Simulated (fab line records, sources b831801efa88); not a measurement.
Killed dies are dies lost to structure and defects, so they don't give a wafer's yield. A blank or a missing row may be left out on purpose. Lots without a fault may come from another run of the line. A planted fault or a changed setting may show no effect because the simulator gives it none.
A struck lot beside a sound one | flow gf180mcu | 14 steps out of a route of 602
Sound: wafers L209.2, L209.3, L209.4. Struck: wafers L203.3, L203.4, L203.6. The cause comes at the end.
At each step with rows: each side's tool, then ch and its chambers, then its first start. Under that, the readings that differ: sound wafers | struck wafers | difference of the means | sigmas: that difference in standard deviations of wafers without a fault.
alike: readings whose means differ by less than 2 such deviations, and words and numbers that are the same on both sides. not compared: withheld readings, readings that some wafer has no value for, bounds like >300 that may hide the same value, and numbers for which the record gives no deviation and whose values overlap.
The two part at a step that has a row with sigmas, a row that says differs or no value, or rows on one side only. Numbers that don't overlap but have no deviation are shown without sigmas and don't part them. A reading that every wafer of one side lacks parts them only if that side has two wafers or more.

first, 2 steps without rows for these wafers: GF_M3_CLEAN_19 (cleans in DIW); GF_V3_CVD_00 (deposits SiO2, target thk 600 nm, time 100 s).
GF_V3_THK_MEAS_01:
  sound on film_metro-03, day 26 10:43; struck on film_metro-02, day 24 10:34
  alike: V3_CVD_00_THK
GF_V3_CVD_02: deposits SiO2 from TEOS, target thk 850 nm, time 94.851 s.
  sound on pecvd-03 ch 1,2, day 26 10:46; struck on pecvd-01 ch 1,2, day 24 10:36
  alike: heater_power_w
  not compared: since_wet_clean_h
GF_V3_THK_MEAS_03:
  sound on film_metro-02, day 26 10:51; struck on film_metro-02, day 24 10:41
  alike: V3_CVD_02_THK
GF_V3_CMP_04: polishes SiO2.
  sound on cmp-02 ch 0,1,2, day 26 10:57; struck on cmp-01 ch 0,2, day 24 10:44
  alike: motor_current_A, platen_rpm, slurry_filter_dp_kPa, time_to_endpoint_s
GF_V3_BOW_MEAS_05:
  sound on film_metro-04, day 26 11:13; struck on film_metro-03, day 24 11:05
  alike: V3_BOW
then, 5 steps without rows for these wafers: GF_V3_DEHYDRATE_06 (time 60 s); GF_V3_HMDS_07 (prime time 60 s); GF_V3_COAT_08; GF_V3_COAT_09 (resist thk 1000 nm); GF_V3_SOFTBAKE_10 (time 60 s).
GF_V3_EXPOSE_11: exposes mask Via3, target cd 260 nm.
  sound on krf_scanner-02 ch 0, day 26 21:40; struck on krf_scanner-02, day 24 22:04
  no value came back on the struck wafers for exposure_dose_mJ_cm2, focus_offset_nm (nm), na; on the sound wafers exposure_dose_mJ_cm2 reads 38.12 38.12 38.10
  alike: mask
then, 1 step without rows for these wafers: GF_V3_PEB_12 (peb time 87.84 s).

WHERE THEY PART
Only at GF_V3_EXPOSE_11, within this record.

WHY: what the simulator had put in
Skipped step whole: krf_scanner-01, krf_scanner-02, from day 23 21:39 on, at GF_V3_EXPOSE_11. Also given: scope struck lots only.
